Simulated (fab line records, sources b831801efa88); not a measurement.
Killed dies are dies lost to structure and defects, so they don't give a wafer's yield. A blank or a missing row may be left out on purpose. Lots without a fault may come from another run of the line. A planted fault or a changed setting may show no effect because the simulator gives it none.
fab line records | flow gf180mcu
record lots=5 wafers=15 last_day=34
route steps=602 shown MIM@517 M5@526 V5@540
lots that met no fault: from a run of the same line without faults
start_h: hours from the record's first day to the start of the lot's first wafer shown | wait_h: hours since the lot's step before | " the same as in the row above | L1.1+2: a row that stands for several wafers | - no value, or no start given | * or withheld: withheld | < > ~ a bound
route shown NAME@n: a module of which the file shows steps, and the number in the route of the first | usual: mean/standard deviation of fault-free wafers | same: alike in all rows | chamber/n: place in a boat | sites: the reading at each site | _std_site: their standard deviation | _edge_site: outer sites' mean less inner sites' | radius_mm: how far each site lies from the wafer's centre | mask NAME#n: copy n | behind: the tool/chamber that last shaped the wafer | hold: why the lot was held/for how many hours/how that ended | device: the transistor (n, p or np) that didn't switch | end of line: the same wafers' tests at the end of the route | a step without rows: its recipe alone | killed: dies lost to structure and defects at the first sort, not the wafer's yield | map: a wafer's dies, x killed, . not, _ none there
set.NAME: the setting as run; set.NAME@STEP: as run at that earlier step | model.NAME: the simulator's own value behind a step, which no gauge read
lots at some steps of the route; a table a step, a row a wafer
services: from which hour (start_h, from the record's first day; less than 0 if before it) a tool's chamber was out of use, for how many hours, and why
## steps
# step GF_MIM_COAT_14
# recipe resist=NOVOLAK spin_rpm=3000 resist_thk_nm=1000
# columns lot.wafer tool chamber start_h wait_h
L080.1+2+5 litho_track-04 0 624.52 0.1
L083.3+4+6 litho_track-04 0 664.42 0.1
L090.1+5+6 litho_track-03 0 696.06 0.1
L094.2+4+5 litho_track-01 0 721.28 0.1
L097.1+2+6 litho_track-04 0 739.31 0.1
# step GF_MIM_SOFTBAKE_15
# recipe temp_c=90 time_s=60 resist=NOVOLAK
# columns lot.wafer tool chamber start_h wait_h
L080.1+2+5 litho_track-04 0 624.67 0.1
L083.3+4+6 litho_track-04 0 664.57 0.1
L090.1+5+6 litho_track-03 0 696.21 0.1
L094.2+4+5 litho_track-01 0 721.43 0.1
L097.1+2+6 litho_track-04 0 739.46 0.1
# step GF_MIM_EXPOSE_16
# recipe mask_id=FuseTop target_cd_nm=2000 na=0.6 source_shape=conventional sigma_outer=0.6 dose_mj=140
# usual reticle_temp_C=23.02/0.11
# same na=0.6
# columns lot.wafer tool chamber start_h wait_h mask reticle_temp_C
L080.1 iline_stepper-01 0 - - FuseTop#0 23.00
L080.2 " 0 " " FuseTop#0 22.95
L080.5 " 0 " " FuseTop#0 22.94
L083.3 iline_stepper-02 0 - - FuseTop#0 23.02
L083.4 " 0 " " FuseTop#0 22.80
L083.6 " 0 " " FuseTop#0 22.94
L090.1 iline_stepper-01 0 - - FuseTop#0 23.10
L090.5 " 0 " " FuseTop#0 23.14
L090.6 " 0 " " FuseTop#0 23.17
L094.2 iline_stepper-01 0 - - FuseTop#0 23.02
L094.4 " 0 " " FuseTop#0 23.12
L094.5 " 0 " " FuseTop#0 23.19
L097.1 iline_stepper-02 0 - - FuseTop#0 23.04
L097.2 " 0 " " FuseTop#0 22.93
L097.6 " 0 " " FuseTop#0 23.17
# step GF_MIM_PEB_17
# recipe temp_c=withheld time_s=* resist=NOVOLAK
# columns lot.wafer tool chamber start_h wait_h
L080.1+2+5 litho_track-01 0 - -
L083.3+4+6 litho_track-03 0 - -
L090.1+5+6 litho_track-03 0 - -
L094.2+4+5 litho_track-01 0 - -
L097.1+2+6 litho_track-04 0 - -
# step GF_MIM_DEVELOP_18
# recipe develop_time_s=60 dev_temp_c=23
# columns lot.wafer tool chamber start_h wait_h
L080.1+2+5 litho_track-01 0 634.51 0.1
L083.3+4+6 litho_track-03 0 674.16 0.1
L090.1+5+6 litho_track-03 0 705.26 0.1
L094.2+4+5 litho_track-01 0 730.63 0.1
L097.1+2+6 litho_track-04 0 747.81 0.1
# step GF_MIM_METAL_ETCH_19
# recipe chemistry=Cl2/BCl3 mask_material=NOVOLAK stop_on=Si3N4 target_depth_nm=324.5 pressure_mtorr=8 icp_w=800 bias_w=140 Cl2_flow_sccm=80 bcl3_flow_sccm=40 time_s=54.1
# usual drypump_motor_current_A=5.9/0.62 oes_product_au=0.944/0.0069 throttle_valve_pct=28.280/0.01
# columns lot.wafer tool chamber start_h wait_h drypump_motor_current_A oes_product_au rf_hours_counter_h throttle_valve_pct
L080.1 rie_metal-04 0 634.66 0.1 4.6 0.937 13 28.292
L080.2 " 1 " " 5.8 0.942 3 28.279
L080.5 " 0 " " 4.6 0.941 - 28.288
L083.3 rie_metal-01 1 674.29 0.1 5.8 0.945 - 28.281
L083.4 " 0 " " 6.6 0.956 - 28.263
L083.6 " 1 " " 5.8 0.941 - 28.285
L090.1 rie_metal-01 0 705.41 0.1 6.6 0.950 16 28.258
L090.5 " 1 " " 5.7 0.942 - 28.272
L090.6 " 0 " " 6.6 0.946 - 28.288
L094.2 rie_metal-04 0 730.76 0.1 4.6 0.952 1 28.289
L094.4 " 0 " " 4.6 0.941 - 28.291
L094.5 " 1 " " 5.8 0.941 - 28.275
L097.1 rie_metal-04 0 747.96 0.1 4.6 0.940 1 28.286
L097.2 " 1 " " 5.8 0.937 8 28.279
L097.6 " 1 " " 5.8 0.950 - 28.270
# step GF_MIM_STRIP_20
# recipe chemistry=O2/N2 power_w=1400 pressure_mtorr=1500 platen_temp_c=250 o2_flow_sccm=3000 n2_flow_sccm=300 overash_fraction=0.5
# usual drypump_motor_current_A=5.2/0.48 heater_power_w=367/32 oes_product_au=0.691/0.0049 strip_time_to_endpoint_s=11.22/0.041
# columns lot.wafer tool chamber start_h wait_h drypump_motor_current_A heater_power_w oes_product_au rf_hours_counter_h strip_time_to_endpoint_s
L080.1 plasma_asher-04 1 634.73 0.0 5.2 405 0.700 85 11.20
L080.2 " 0 " " 6.0 396 0.698 85 11.21
L080.5 " 0 " " 6.1 402 0.689 - 11.18
L083.3 plasma_asher-01 1 674.37 0.1 5.4 374 0.686 - 11.23
L083.4 " 0 " " 5.2 320 0.690 - 11.27
L083.6 " 0 " " 5.2 318 0.703 - 11.27
L090.1 plasma_asher-03 0 705.48 0.0 4.7 355 0.695 109 11.24
L090.5 " 0 " " 4.6 356 0.693 - 11.19
L090.6 " 1 " " 4.9 326 0.696 - 11.26
L094.2 plasma_asher-03 0 730.83 0.0 4.7 353 0.684 113 11.10
L094.4 " 1 " " 5.0 325 0.694 - 11.17
L094.5 " 1 " " 4.9 325 0.693 - 11.22
L097.1 plasma_asher-01 1 748.03 0.0 5.4 379 0.699 56 11.22
L097.2 " 0 " " 5.2 327 0.690 56 11.25
L097.6 " 1 " " 5.4 377 0.690 - 11.27
# step GF_MIM_STRIP_21
# recipe chemistry=post_etch_residue_remover time_s=1200 temp_c=72.5
# usual bath_guard_temp_C=72.2/0.54
# columns lot.wafer tool chamber start_h wait_h bath_guard_temp_C
L080.1 wet_bench-03 2 634.83 0.1 72.3
L080.2 " 2 " " 72.3
L080.5 " 2 " " 72.4
L083.3 wet_bench-04 1 674.43 0.0 71.7
L083.4 " 1 " " 71.4
L083.6 " 1 " " 71.7
L090.1 wet_bench-04 2 705.58 0.1 71.4
L090.5 " 2 " " 71.3
L090.6 " 2 " " 71.7
L094.2 wet_bench-03 2 730.93 0.1 72.1
L094.4 " 2 " " 72.0
L094.5 " 2 " " 72.5
L097.1 wet_bench-03 3 748.13 0.1 72.7
L097.2 " 3 " " 73.0
L097.6 " 3 " " 72.9
# step GF_MIM_CLEAN_22
# recipe chemistry=DIW dry=n2_spin
# columns lot.wafer tool chamber start_h wait_h
L080.1+2+5 wet_bench-04 3 635.20 0.0
L083.3+4+6 wet_bench-02 1 674.78 0.0
L090.1+5+6 wet_bench-02 2 705.93 0.0
L094.2+4+5 wet_bench-02 3 731.27 0.0
L097.1+2+6 wet_bench-02 1 748.48 0.0
# step GF_M5_DEHYDRATE_00
# recipe temp_c=200 time_s=60
# columns lot.wafer tool chamber start_h wait_h
L080.1+2+5 litho_track-01 0 644.51 9.2
L083.3+4+6 litho_track-04 0 683.51 8.6
L090.1+5+6 litho_track-02 0 714.54 8.5
L094.2+4+5 litho_track-02 0 739.32 8.0
L097.1+2+6 litho_track-01 0 756.26 7.7
# step GF_M5_HMDS_01
# recipe prime_time_s=60 prime_temp_c=120
# columns lot.wafer tool chamber start_h wait_h
L080.1+2+5 litho_track-01 0 644.66 0.1
L083.3+4+6 litho_track-04 0 683.66 0.1
L090.1+5+6 litho_track-02 0 714.69 0.1
L094.2+4+5 litho_track-02 0 739.47 0.1
L097.1+2+6 litho_track-01 0 756.41 0.1
# step GF_M5_COAT_02
# recipe resist=KrF spin_rpm=withheld resist_thk_nm=1000
# columns lot.wafer tool chamber start_h wait_h
L080.1+2+5 litho_track-01 0 644.81 0.1
L083.3+4+6 litho_track-04 0 683.81 0.1
L090.1+5+6 litho_track-02 0 714.84 0.1
L094.2+4+5 litho_track-02 0 739.62 0.1
L097.1+2+6 litho_track-01 0 756.56 0.1
# step GF_M5_SOFTBAKE_03
# recipe temp_c=130 time_s=60 resist=KrF
# columns lot.wafer tool chamber start_h wait_h
L080.1+2+5 litho_track-01 0 644.96 0.1
L083.3+4+6 litho_track-04 0 683.96 0.1
L090.1+5+6 litho_track-02 0 714.99 0.1
L094.2+4+5 litho_track-02 0 739.77 0.1
L097.1+2+6 litho_track-01 0 756.71 0.1
# step GF_M5_EXPOSE_04
# recipe mask_id=Metal5 target_cd_nm=280 na=0.68 source_shape=conventional sigma_outer=0.6 dose_mj=28
# usual reticle_temp_C=23.00/0.1
# same na=0.68
# columns lot.wafer tool chamber start_h wait_h mask reticle_temp_C
L080.1 krf_scanner-02 0 - - Metal5#0 23.00
L080.2 " 0 " " Metal5#0 22.91
L080.5 " 0 " " Metal5#0 22.95
L083.3 krf_scanner-02 0 - - Metal5#0 23.04
L083.4 " 0 " " Metal5#0 23.21
L083.6 " 0 " " Metal5#0 23.21
L090.1 krf_scanner-01 0 - - Metal5#0 22.94
L090.5 " 0 " " Metal5#0 23.09
L090.6 " 0 " " Metal5#0 22.99
L094.2 krf_scanner-01 0 - - Metal5#0 22.96
L094.4 " 0 " " Metal5#0 23.08
L094.5 " 0 " " Metal5#0 22.83
L097.1 krf_scanner-01 0 - - Metal5#0 23.04
L097.2 " 0 " " Metal5#0 22.99
L097.6 " 0 " " Metal5#0 22.94
# step GF_M5_PEB_05
# recipe peb_temp_c=135 peb_time_s=90 resist=KrF
# columns lot.wafer tool chamber start_h wait_h
L080.1+2+5 litho_track-04 0 - -
L083.3+4+6 litho_track-01 0 - -
L090.1+5+6 litho_track-01 0 - -
L094.2+4+5 litho_track-04 0 - -
L097.1+2+6 litho_track-01 0 - -
# step GF_M5_DEVELOP_06
# recipe develop_time_s=60 dev_temp_c=21
# columns lot.wafer tool chamber start_h wait_h
L080.1+2+5 litho_track-04 0 654.82 0.2
L083.3+4+6 litho_track-01 0 693.11 0.1
L090.1+5+6 litho_track-01 0 723.61 0.2
L094.2+4+5 litho_track-04 0 748.19 0.2
L097.1+2+6 litho_track-01 0 764.76 0.2
# step GF_M5_CD_MEAS_07
# recipe target_cd_nm=280
# usual cd_nm=280.0/1.2
# columns lot.wafer tool chamber start_h wait_h cd_nm
L080.1 cd_sem-02 - 654.97 0.1 280.4
L080.2 " - " " 281.6
L080.5 " - " " 281.5
L083.3 cd_sem-01 - 693.25 0.1 281.5
L083.4 " - " " 281.0
L083.6 " - " " 281.4
L090.1 cd_sem-01 - 723.76 0.1 281.1
L090.5 " - " " 281.6
L090.6 " - " " 281.3
L094.2 cd_sem-01 - 748.33 0.1 278.3
L094.4 " - " " 279.0
L094.5 " - " " 278.9
L097.1 cd_sem-01 - 764.91 0.1 280.9
L097.2 " - " " 281.4
L097.6 " - " " 282.2
# step GF_M5_OVL_MEAS_08
# usual M5_OVL=8/5.4
# columns lot.wafer tool chamber start_h wait_h M5_OVL[nm]
L080.1 overlay-02 - 655.09 0.1 4
L080.2 " - " " 7
L080.5 " - " " 1
L083.3 overlay-01 - 693.34 0.1 7
L083.4 " - " " 1
L083.6 " - " " 3
L090.1 overlay-02 - 723.88 0.1 7
L090.5 " - " " 5
L090.6 " - " " 13
L094.2 overlay-02 - 748.44 0.1 3
L094.4 " - " " 3
L094.5 " - " " 6
L097.1 overlay-01 - 765.03 0.1 11
L097.2 " - " " 7
L097.6 " - " " 10
# step GF_M5_ETCH_09
# recipe chemistry=CF4/O2 target=Si3N4 target_depth_nm=52 source_w=800 bias_w=150 pressure_mtorr=150 cf4_flow_sccm=80 O2_flow_sccm=10 time_s=11.6
# usual drypump_motor_current_A=5.6/0.52 oes_product_au=0.996/0.015 throttle_valve_pct=5.969/0.01
# columns lot.wafer tool chamber start_h wait_h drypump_motor_current_A oes_product_au rf_hours_counter_h throttle_valve_pct
L080.1 rie_diel-03 3 655.12 0.0 5.4 0.993 22 5.976
L080.2 " 0 " " 6.4 1.002 61 5.967
L080.5 " 0 " " 6.4 1.017 - 5.977
L083.3 rie_diel-04 2 693.37 0.0 5.8 0.993 19 5.983
L083.4 " 3 " " 5.3 0.985 15 5.963
L083.6 " 1 " " 4.6 0.994 - 5.969
L090.1 rie_diel-02 1 723.92 0.0 6.4 1.018 9 5.972
L090.5 " 1 " " 6.4 1.019 - 5.970
L090.6 " 3 " " 5.2 0.984 - 5.965
L094.2 rie_diel-02 1 748.47 0.0 6.4 1.011 10 5.989
L094.4 " 0 " " 5.7 0.969 - 5.977
L094.5 " 1 " " 6.4 1.016 - 5.961
L097.1 rie_diel-02 3 765.06 0.0 5.2 0.993 10 5.967
L097.2 " 0 " " 5.7 0.971 14 5.956
L097.6 " 0 " " 5.7 0.967 - 5.949
# step GF_M5_METAL_ETCH_10
# recipe chemistry=Cl2/BCl3 mask_material=KrF target_depth_nm=750.8 stop_on=SiO2 pressure_mtorr=8 icp_w=800 bias_w=140 Cl2_flow_sccm=80 bcl3_flow_sccm=40 time_s=125.1
# usual drypump_motor_current_A=6.0/0.51 oes_product_au=0.989/0.0074 throttle_valve_pct=28.231/0.011
# columns lot.wafer tool chamber start_h wait_h drypump_motor_current_A oes_product_au rf_hours_counter_h throttle_valve_pct
L080.1 rie_metal-01 1 655.14 0.0 5.7 0.978 6 28.236
L080.2 " 0 " " 6.6 0.982 14 28.218
L080.5 " 0 " " 6.6 0.996 - 28.238
L083.3 rie_metal-02 1 693.43 0.1 5.8 0.991 - 28.220
L083.4 " 0 " " 6.6 0.998 - 28.231
L083.6 " 1 " " 5.8 0.993 - 28.225
L090.1 rie_metal-02 1 723.94 0.0 5.9 0.994 2 28.222
L090.5 " 0 " " 6.6 0.989 - 28.211
L090.6 " 1 " " 5.9 0.992 - 28.236
L094.2 rie_metal-02 1 748.49 0.0 5.9 0.995 3 28.240
L094.4 " 1 " " 5.9 0.992 - 28.229
L094.5 " 0 " " 6.6 0.987 - 28.235
L097.1 rie_metal-02 0 765.09 0.0 6.6 0.991 9 28.212
L097.2 " 1 " " 5.9 0.994 3 28.209
L097.6 " 1 " " 5.9 0.999 - 28.237
# step GF_M5_STRIP_11
# recipe chemistry=O2/N2 power_w=1400 pressure_mtorr=1500 platen_temp_c=250 o2_flow_sccm=3000 n2_flow_sccm=300 overash_fraction=0.5
# usual drypump_motor_current_A=5.8/0.64 heater_power_w=350/30 oes_product_au=0.525/0.0048 strip_time_to_endpoint_s=7.07/0.063
# columns lot.wafer tool chamber start_h wait_h drypump_motor_current_A heater_power_w oes_product_au rf_hours_counter_h strip_time_to_endpoint_s
L080.1 plasma_asher-02 1 655.27 0.1 5.4 340 0.523 23 7.09
L080.2 " 0 " " 6.8 327 0.530 23 7.15
L080.5 " 1 " " 5.4 343 0.533 - 7.09
L083.3 plasma_asher-02 1 693.55 0.1 5.4 339 0.529 - 7.07
L083.4 " 0 " " 6.7 324 0.525 - 7.02
L083.6 " 1 " " 5.4 343 0.527 - 7.13
L090.1 plasma_asher-04 0 724.13 0.1 6.0 385 0.532 95 7.09
L090.5 " 1 " " 5.2 407 0.518 - 7.03
L090.6 " 0 " " 6.0 392 0.525 - 7.07
L094.2 plasma_asher-04 0 748.62 0.1 6.0 376 0.525 99 7.05
L094.4 " 1 " " 5.2 414 0.523 - 7.04
L094.5 " 0 " " 6.0 388 0.521 - 7.09
L097.1 plasma_asher-02 0 765.22 0.1 6.8 335 0.516 38 7.00
L097.2 " 1 " " 5.4 341 0.524 38 7.03
L097.6 " 0 " " 6.7 318 0.524 - 7.03
# step GF_M5_STRIP_12
# recipe chemistry=post_etch_residue_remover time_s=1200 temp_c=72.5
# usual bath_guard_temp_C=72.4/0.61
# columns lot.wafer tool chamber start_h wait_h bath_guard_temp_C
L080.1 wet_bench-01 3 655.37 0.1 71.8
L080.2 " 3 " " 72.0
L080.5 " 3 " " 71.8
L083.3 wet_bench-04 0 693.62 0.0 72.6
L083.4 " 0 " " 72.3
L083.6 " 0 " " 72.6
L090.1 wet_bench-04 1 724.23 0.1 72.1
L090.5 " 1 " " 71.9
L090.6 " 1 " " 71.6
L094.2 wet_bench-03 1 748.72 0.1 72.1
L094.4 " 1 " " 71.9
L094.5 " 1 " " 71.7
L097.1 wet_bench-04 0 765.32 0.1 72.9
L097.2 " 0 " " 72.5
L097.6 " 0 " " 72.4
# step GF_M5_CLEAN_13
# recipe chemistry=DIW dry=n2_spin
# columns lot.wafer tool chamber start_h wait_h
L080.1+2+5 wet_bench-03 0 655.72 0.0
L083.3+4+6 wet_bench-03 2 693.96 0.0
L090.1+5+6 wet_bench-04 0 724.57 0.0
L094.2+4+5 wet_bench-04 1 749.06 0.0
L097.1+2+6 wet_bench-03 3 765.72 0.0
# step GF_V5_CVD_00
# recipe material=SiO2 target_thk_nm=300 sigma_open_frac=0.3 temp_c=400 time_s=50 sih4_flow_sccm=60 pressure_mtorr=6
# usual sih4_flow_sccm=59.98/0.18
# columns lot.wafer tool chamber start_h wait_h sih4_flow_sccm
L080.1 hdpcvd-01 1 655.81 0.0 60.16
L080.2 " 0 " " 60.16
L080.5 " 1 " " 60.19
L083.3 hdpcvd-01 1 694.05 0.0 60.07
L083.4 " 1 " " 59.89
L083.6 " 0 " " 59.92
L090.1 hdpcvd-01 0 724.66 0.0 60.08
L090.5 " 0 " " 59.87
L090.6 " 2 " " 59.94
L094.2 hdpcvd-01 2 749.16 0.0 59.76
L094.4 " 0 " " 59.76
L094.5 " 1 " " 60.08
L097.1 hdpcvd-01 2 765.83 0.0 59.84
L097.2 " 0 " " 60.12
L097.6 " 0 " " 59.84
# step GF_V5_THK_MEAS_01
# recipe reads=SiO2_of_V5_CVD_00
# usual V5_CVD_00_THK=299/3.1
# columns lot.wafer tool chamber start_h wait_h V5_CVD_00_THK[nm]
L080.1 film_metro-02 - 655.85 0.0 291
L080.2 " - " " 293
L080.5 " - " " 295
L083.3 film_metro-02 - 694.12 0.0 298
L083.4 " - " " 299
L083.6 " - " " 299
L090.1 film_metro-02 - 724.71 0.0 296
L090.5 " - " " 298
L090.6 " - " " 296
L094.2 film_metro-02 - 749.21 0.0 300
L094.4 " - " " 301
L094.5 " - " " 303
L097.1 film_metro-02 - 765.88 0.0 305
L097.2 " - " " 302
L097.6 " - " " 303
# step GF_V5_CVD_02
# recipe material=SiO2 target_thk_nm=1450 precursor=TEOS temp_c=400 time_s=163.28 rf_w=600
# usual heater_power_w=648/110
# columns lot.wafer tool chamber start_h wait_h heater_power_w
L080.1 pecvd-02 1 655.91 0.1 739
L080.2 " 0 " " 618
L080.5 " 1 " " 579
L083.3 pecvd-01 2 694.16 0.0 830
L083.4 " 1 " " 634
L083.6 " 0 " " 760
L090.1 pecvd-02 0 724.77 0.1 714
L090.5 " 0 " " 587
L090.6 " 2 " " 506
L094.2 pecvd-02 0 749.26 0.0 672
L094.4 " 0 " " 748
L094.5 " 1 " " 579
L097.1 pecvd-04 2 765.94 0.1 518
L097.2 " 0 " " 747
L097.6 " 2 " " 419
# step GF_V5_THK_MEAS_03
# recipe reads=SiO2_of_V5_CVD_02
# usual V5_CVD_02_THK=1448/18
# columns lot.wafer tool chamber start_h wait_h V5_CVD_02_THK[nm]
L080.1 film_metro-03 - 656.02 0.1 1456
L080.2 " - " " 1419
L080.5 " - " " 1453
L083.3 film_metro-03 - 694.28 0.1 1427
L083.4 " - " " 1456
L083.6 " - " " 1460
L090.1 film_metro-04 - 724.87 0.1 1425
L090.5 " - " " 1458
L090.6 " - " " 1480
L094.2 film_metro-04 - 749.38 0.1 1438
L094.4 " - " " 1486
L094.5 " - " " 1476
L097.1 film_metro-04 - 766.04 0.1 1436
L097.2 " - " " 1459
L097.6 " - " " 1448
# step GF_V5_CMP_04
# recipe material=SiO2 down_force_psi=4 platen_rpm=60 pad_velocity_m_s=0.94248
# usual motor_current_A=11.7/1
# columns lot.wafer tool chamber start_h wait_h motor_current_A
L080.2 cmp-02 1 656.18 0.1 10.0
L080.1 " 2 " " 12.6
L080.5 " 1 " " 10.2
L083.3 cmp-01 0 694.37 0.1 11.8
L083.4 " 2 " " 11.8
L083.6 " 3 " " 12.6
L090.1 cmp-02 0 725.08 0.2 9.9
L090.6 " 1 " " 10.4
L090.5 " 2 " " 13.5
L094.4 cmp-02 3 749.43 0.0 11.3
L094.2 " 2 " " 11.9
L094.5 " 3 " " 10.7
L097.1 cmp-01 0 766.28 0.2 11.4
L097.2 " 1 " " 12.4
L097.6 " 3 " " 12.1
# step GF_V5_BOW_MEAS_05
# recipe mode=bow
# usual V5_BOW=134/8.7
# columns lot.wafer tool chamber start_h wait_h V5_BOW[um]
L080.1 film_metro-04 - 656.43 0.1 139
L080.2 " - " " 137
L080.5 " - " " 128
L083.3 film_metro-03 - 694.66 0.2 137
L083.4 " - " " 129
L083.6 " - " " 128
L090.1 film_metro-02 - 725.23 0.1 136
L090.5 " - " " 124
L090.6 " - " " 118
L094.2 film_metro-02 - 749.75 0.1 130
L094.4 " - " " 132
L094.5 " - " " 138
L097.1 film_metro-02 - 766.48 0.1 132
L097.2 " - " " 121
L097.6 " - " " 145
# step GF_V5_DEHYDRATE_06
# recipe temp_c=200 time_s=60
# columns lot.wafer tool chamber start_h wait_h
L080.1+2+5 litho_track-01 0 665.96 9.5
L083.3+4+6 litho_track-01 0 703.06 8.4
L090.1+5+6 litho_track-01 0 733.66 8.4
L094.2+4+5 litho_track-02 0 757.22 7.4
L097.1+2+6 litho_track-01 0 773.96 7.5
# step GF_V5_HMDS_07
# recipe prime_time_s=60 prime_temp_c=120
# columns lot.wafer tool chamber start_h wait_h
L080.1+2+5 litho_track-01 0 666.11 0.1
L083.3+4+6 litho_track-01 0 703.21 0.1
L090.1+5+6 litho_track-01 0 733.81 0.1
L094.2+4+5 litho_track-02 0 757.37 0.1
L097.1+2+6 litho_track-01 0 774.11 0.1
# step GF_V5_COAT_08
# recipe resist=BARC temp_c=withheld time_s=withheld spin_rpm=withheld resist_thk_nm=withheld
# columns lot.wafer tool chamber start_h wait_h
L080.1+2+5 litho_track-01 0 666.26 0.1
L083.3+4+6 litho_track-01 0 703.36 0.1
L090.1+5+6 litho_track-01 0 733.96 0.1
L094.2+4+5 litho_track-02 0 757.52 0.1
L097.1+2+6 litho_track-01 0 774.26 0.1
# step GF_V5_COAT_09
# recipe resist=KrF spin_rpm=withheld resist_thk_nm=1000
# columns lot.wafer tool chamber start_h wait_h
L080.1+2+5 litho_track-01 0 - -
L083.3+4+6 litho_track-01 0 - -
L090.1+5+6 litho_track-01 0 - -
L094.2+4+5 litho_track-02 0 - -
L097.1+2+6 litho_track-01 0 - -
# step GF_V5_SOFTBAKE_10
# recipe temp_c=130 time_s=60 resist=KrF
# columns lot.wafer tool chamber start_h wait_h
L080.1+2+5 litho_track-01 0 - -
L083.3+4+6 litho_track-01 0 - -
L090.1+5+6 litho_track-01 0 - -
L094.2+4+5 litho_track-02 0 - -
L097.1+2+6 litho_track-01 0 - -
# step GF_V5_EXPOSE_11
# recipe mask_id=Via5 target_cd_nm=260 na=0.68 source_shape=conventional sigma_outer=0.6 dose_mj=38
# usual reticle_temp_C=23.02/0.095
# same na=0.68
# columns lot.wafer tool chamber start_h wait_h mask reticle_temp_C
L080.1 krf_scanner-02 0 - - Via5#0 23.13
L080.2 " 0 " " Via5#0 23.01
L080.5 " 0 " " Via5#0 22.99
L083.3 krf_scanner-01 0 - - Via5#0 23.02
L083.4 " 0 " " Via5#0 22.99
L083.6 " 0 " " Via5#0 23.09
L090.1 krf_scanner-02 0 - - Via5#0 23.06
L090.5 " 0 " " Via5#0 23.10
L090.6 " 0 " " Via5#0 23.05
L094.2 krf_scanner-02 0 - - Via5#0 23.00
L094.4 " 0 " " Via5#0 22.90
L094.5 " 0 " " Via5#0 22.99
L097.1 krf_scanner-02 0 - - Via5#0 23.08
L097.2 " 0 " " Via5#0 22.97
L097.6 " 0 " " Via5#0 23.10
# step GF_V5_PEB_12
# recipe peb_temp_c=135 peb_time_s=90 resist=KrF
# columns lot.wafer tool chamber start_h wait_h
L080.1+2+5 litho_track-01 0 - -
L083.3+4+6 litho_track-01 0 - -
L090.1+5+6 litho_track-01 0 - -
L094.2+4+5 litho_track-02 0 - -
L097.1+2+6 litho_track-03 0 - -
# step GF_V5_DEVELOP_13
# recipe develop_time_s=60 resist=KrF dev_temp_c=21
# columns lot.wafer tool chamber start_h wait_h
L080.1+2+5 litho_track-01 0 675.21 0.2
L083.3+4+6 litho_track-01 0 712.26 0.1
L090.1+5+6 litho_track-01 0 742.81 0.2
L094.2+4+5 litho_track-02 0 765.82 0.2
L097.1+2+6 litho_track-03 0 782.21 0.2
# step GF_V5_CD_MEAS_14
# recipe target_cd_nm=260
# usual cd_nm=260.4/1.3
# columns lot.wafer tool chamber start_h wait_h cd_nm
L080.1 cd_sem-02 - 675.36 0.1 261.1
L080.2 " - " " 261.0
L080.5 " - " " 260.1
L083.3 cd_sem-01 - 712.40 0.1 258.3
L083.4 " - " " 258.3
L083.6 " - " " 259.2
L090.1 cd_sem-01 - 742.96 0.1 260.1
L090.5 " - " " 258.2
L090.6 " - " " 258.6
L094.2 cd_sem-01 - 765.96 0.1 262.3
L094.4 " - " " 261.1
L094.5 " - " " 261.9
L097.1 cd_sem-01 - 782.36 0.1 261.0
L097.2 " - " " 260.7
L097.6 " - " " 260.7
# step GF_V5_OVL_MEAS_15
# usual V5_OVL=2/6.4
# columns lot.wafer tool chamber start_h wait_h V5_OVL[nm]
L080.1 overlay-02 - 675.48 0.1 2
L080.2 " - " " 1
L080.5 " - " " 2
L083.3 overlay-01 - 712.49 0.1 3
L083.4 " - " " 2
L083.6 " - " " 1
L090.1 overlay-02 - 743.08 0.1 5
L090.5 " - " " 1
L090.6 " - " " -6
L094.2 overlay-01 - 766.07 0.1 2
L094.4 " - " " -4
L094.5 " - " " 1
L097.1 overlay-02 - 782.48 0.1 -4
L097.2 " - " " -4
L097.6 " - " " -1
# step GF_V5_ETCH_16
# recipe chemistry=N2/H2 target_depth_a=withheld overetch_a=withheld time_s=withheld target=BARC ion_energy_ev=200 source_w=500 bias_w=100 pressure_mtorr=30 n2_flow_sccm=100 h2_flow_sccm=200
# usual drypump_motor_current_A=5.9/0.45 oes_product_au=0.856/0.004 throttle_valve_pct=13.225/0.0084
# columns lot.wafer tool chamber start_h wait_h drypump_motor_current_A oes_product_au throttle_valve_pct
L080.1 rie_diel-03 3 675.52 0.0 5.4 0.850 13.230
L080.2 " 1 " " 5.6 0.857 13.236
L080.5 " 3 " " 5.4 0.856 13.226
L083.3 rie_diel-03 1 712.52 0.0 5.6 0.851 13.227
L083.4 " 0 " " 6.4 0.855 13.227
L083.6 " 1 " " 5.6 0.851 13.218
L090.1 rie_diel-03 3 743.12 0.0 5.4 0.853 13.209
L090.5 " 2 " " 5.6 0.853 13.227
L090.6 " 3 " " 5.4 0.854 13.231
L094.2 rie_diel-01 0 766.10 0.0 6.0 0.854 13.209
L094.4 " 2 " " 6.5 0.853 13.230
L094.5 " 1 " " 6.5 0.854 13.204
L097.1 rie_diel-03 1 782.52 0.0 5.6 0.848 13.238
L097.2 " 2 " " 5.6 0.866 13.213
L097.6 " 2 " " 5.5 0.858 13.233
# step GF_V5_ETCH_17
# recipe chemistry=C4F8/O2/Ar mask_material=KrF target=SiO2 stop_on=TiN source_w=1500 bias_w=1200 pressure_mtorr=40 c4f8_flow_sccm=withheld O2_flow_sccm=6 Ar_flow_sccm=300 time_s=withheld target_depth_a=8550
# usual oes_product_au=0.859/0.004
# columns lot.wafer tool chamber start_h wait_h oes_product_au
L080.1 rie_diel-03 3 - - 0.858
L080.2 " 1 " " 0.854
L080.5 " 3 " " 0.849
L083.3 rie_diel-03 1 - - 0.864
L083.4 " 0 " " 0.857
L083.6 " 1 " " 0.852
L090.1 rie_diel-03 3 - - 0.862
L090.5 " 2 " " 0.863
L090.6 " 3 " " 0.863
L094.2 rie_diel-01 0 - - 0.858
L094.4 " 2 " " 0.864
L094.5 " 1 " " 0.856
L097.1 rie_diel-03 1 - - 0.860
L097.2 " 2 " " 0.860
L097.6 " 2 " " 0.858
## services
# columns tool chamber start_h hours kind
krf_scanner-01 - 607.46 0.2 repair
krf_scanner-01 - 608.52 1.3 pm
wet_bench-03 - 622.07 0.8 repair
krf_scanner-01 - 632.50 1.0 repair
krf_scanner-01 - 633.63 1.0 pm
rie_metal-02 1 636.91 2.3 repair
krf_scanner-02 - 657.16 0.3 repair
iline_stepper-01 - 657.77 9.1 repair
wet_bench-02 - 679.60 6.7 repair
wet_bench-04 - 680.40 5.4 repair
krf_scanner-01 - 684.56 0.8 pm
cmp-02 - 694.24 1.3 repair
krf_scanner-02 - 702.62 1.9 repair
rie_diel-02 0 705.67 3.4 repair
krf_scanner-02 - 708.36 0.8 pm
plasma_asher-04 - 713.37 1.7 repair
iline_stepper-01 - 715.76 1.7 pm
rie_metal-01 - 716.67 0.5 repair
krf_scanner-02 - 717.64 1.0 pm
rie_diel-02 0 720.18 6.3 repair
hdpcvd-01 - 721.27 2.8 repair
krf_scanner-02 - 759.90 3.6 pm
krf_scanner-02 - 763.46 1.3 pm
krf_scanner-02 - 763.65 0.7 repair
## key
fault none
